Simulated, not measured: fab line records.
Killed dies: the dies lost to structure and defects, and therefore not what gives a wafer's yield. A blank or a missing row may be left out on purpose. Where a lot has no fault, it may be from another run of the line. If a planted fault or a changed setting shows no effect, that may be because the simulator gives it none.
The tool behind it: which one? | flow sky130 | 15 lots, 45 wafers sampled, at 2 steps of a route of 708

WHAT EACH GAUGE READ, for each wafer
No reading from a measuring or inspecting step in the record can be judged against a usual standard deviation.

WHICH TOOL RAN EACH LOT (tool, then ch and the chambers of the sampled wafers, then the start)
lot  | SKY_METAL1_SPUTTER_03        | SKY_PAD_OPEN_PROBE_99
L784 | pvd sputter-04, day 31 08:01 | -
L785 | pvd sputter-01, day 31 20:36 | -
L787 | pvd sputter-01, day 32 17:22 | prober-02, day 46 10:50
L788 | pvd sputter-01, day 33 02:53 | -
L789 | pvd sputter-02, day 33 11:04 | prober-02, day 47 02:37
L790 | pvd sputter-02, day 33 23:04 | -
L793 | pvd sputter-01, day 34 17:05 | -
L800 | pvd sputter-02, day 36 18:00 | prober-01, day 49 11:48
L801 | pvd sputter-01, day 37 09:02 | -
L802 | pvd sputter-01, day 37 12:23 | prober-01, day 50 01:07
L803 | pvd sputter-02, day 37 19:37 | prober-02, day 50 02:46
L804 | pvd sputter-01, day 38 05:16 | -
L805 | pvd sputter-04, day 38 13:35 | prober-02, day 50 17:04
L806 | pvd sputter-01, day 38 15:59 | -
L807 | pvd sputter-01, day 38 23:41 | -
- SKY_METAL1_SPUTTER_03: material Ti, target thk 5 nm, time 3.3 s.
- SKY_PAD_OPEN_PROBE_99

AS READ BY THE TOOLS THEMSELVES (means over the sampled wafers that have a number; for cases with no such wafer, the mark the record gives instead)
SKY_METAL1_SPUTTER_03. Usual: cathode dc power W 3000.0 W, standard deviation 0.56; chamber pressure pa 0.4000 Pa, standard deviation 0.00084; throttle valve pct 29.6 %, standard deviation 0.95.
lot  | tool           | cathode dc power W (W) | chamber pressure pa (Pa) | throttle valve pct (%) | flag
L784 | pvd sputter-04 | 3000.1                 | 0.3993                   | 29.6                   |
L785 | pvd sputter-01 | 3000.1                 | 0.3993                   | 30.0                   |
L787 | pvd sputter-01 | 3000.1                 | 0.4004                   | 29.6                   |
L788 | pvd sputter-01 | 2999.4                 | 0.4000                   | 30.1                   |
L789 | pvd sputter-02 | 3000.0                 | 0.3993                   | 29.3                   |
L790 | pvd sputter-02 | 3000.4                 | 0.3999                   | 29.9                   |
L793 | pvd sputter-01 | 3000.1                 | 0.3997                   | 30.0                   |
L800 | pvd sputter-02 | 2999.8                 | 0.4001                   | 30.1                   |
L801 | pvd sputter-01 | -                      | -                        | -                      | OFF
L802 | pvd sputter-01 | -                      | -                        | -                      | OFF
L803 | pvd sputter-02 | -                      | -                        | -                      | OFF
L804 | pvd sputter-01 | 3000.2                 | 0.3997                   | 30.0                   |
L805 | pvd sputter-04 | 2999.3                 | 0.4000                   | 29.3                   |
L806 | pvd sputter-01 | 3000.2                 | 0.3996                   | 29.7                   |
L807 | pvd sputter-01 | 3000.3                 | 0.4004                   | 29.9                   |

SKY_PAD_OPEN_PROBE_99. Usual: defect limited yield 82.5 %, standard deviation 1.7; killed_at_M0_to_M3 43, standard deviation 6.7; killed_at_M4_up 3.2, standard deviation 1.8; killed at contacts 24, standard deviation 4.8; killed at front end 16, standard deviation 4.2; killed at other 0.3, standard deviation 0.56; killed dies 86, standard deviation 8.5; killed open 47, standard deviation 6.7; killed short 39, standard deviation 6; sort_bin_3_pad_short 0.9 %, standard deviation 0.45; sort_bin_5_function 10.3 %, standard deviation 1.6; sort_bin_6_memory 6.3 %, standard deviation 1; sort n pass 406, standard deviation 8.5; sort yield pct 82.5 %, standard deviation 1.7.
lot  | tool      | defect limited yield (%) | killed_at_M0_to_M3 | killed_at_M4_up | killed at contacts | killed at front end | killed at other | killed dies | killed open | killed short | sort_bin_3_pad_short (%) | sort_bin_5_function (%) | sort_bin_6_memory (%) | sort n pass | sort yield pct (%) | flag
L787 | prober-02 | 83.2                     | 42                 | 3.3             | 20                 | 18                  | 0.0             | 83          | 49          | 34           | 0.7                      | 10.2                    | 5.9                   | 409         | 83.2               |
L789 | prober-02 | 82.8                     | 41                 | 2.7             | 25                 | 15                  | 0.0             | 84          | 44          | 40           | 0.7                      | 9.7                     | 6.8                   | 408         | 82.8               |
L800 | prober-01 | 83.0                     | 43                 | 2.3             | 23                 | 15                  | 0.0             | 84          | 46          | 37           | 0.7                      | 9.7                     | 6.6                   | 408         | 83.0               |
L802 | prober-01 | 84.6                     | 39                 | 1.0             | 20                 | 15                  | 1.0             | 76          | 41          | 34           | 1.0                      | 9.1                     | 5.3                   | 416         | 84.6               |
L803 | prober-02 | 80.2                     | 46                 | 3.0             | 28                 | 21                  | 0.0             | 98          | 49          | 48           | 1.0                      | 12.1                    | 6.8                   | 394         | 80.2               |
L805 | prober-02 | 83.0                     | 45                 | 3.7             | 21                 | 13                  | 0.3             | 83          | 46          | 37           | 0.7                      | 9.9                     | 6.3                   | 409         | 83.0               |

THE ANSWER, worked out from the rows above alone
Rule: lot off if the mean of its wafers having a number is beyond 3 standard deviations from the usual mean. Also off: a lot with no number at a reading for which 4 or more lots have one. The other lots that the step has rows for count as sound. After the gauges, taken in route order, come the tools' own readings; for these a lot's mean is taken, as printed above. At the first step where some lot is off, the reading lying furthest off is the one used; lots without a number count as furthest.
Off: L801, L802, L803 (SKY_METAL1_SPUTTER_03, cathode dc power W). Without a number there: L801, L802, L803.
If a tool, at that step or one of the process steps before it, ran each lot that is off and ran no sound lot following the first of them, it fits. None of those tried fits.

WHAT THE SIMULATOR HAD PUT IN
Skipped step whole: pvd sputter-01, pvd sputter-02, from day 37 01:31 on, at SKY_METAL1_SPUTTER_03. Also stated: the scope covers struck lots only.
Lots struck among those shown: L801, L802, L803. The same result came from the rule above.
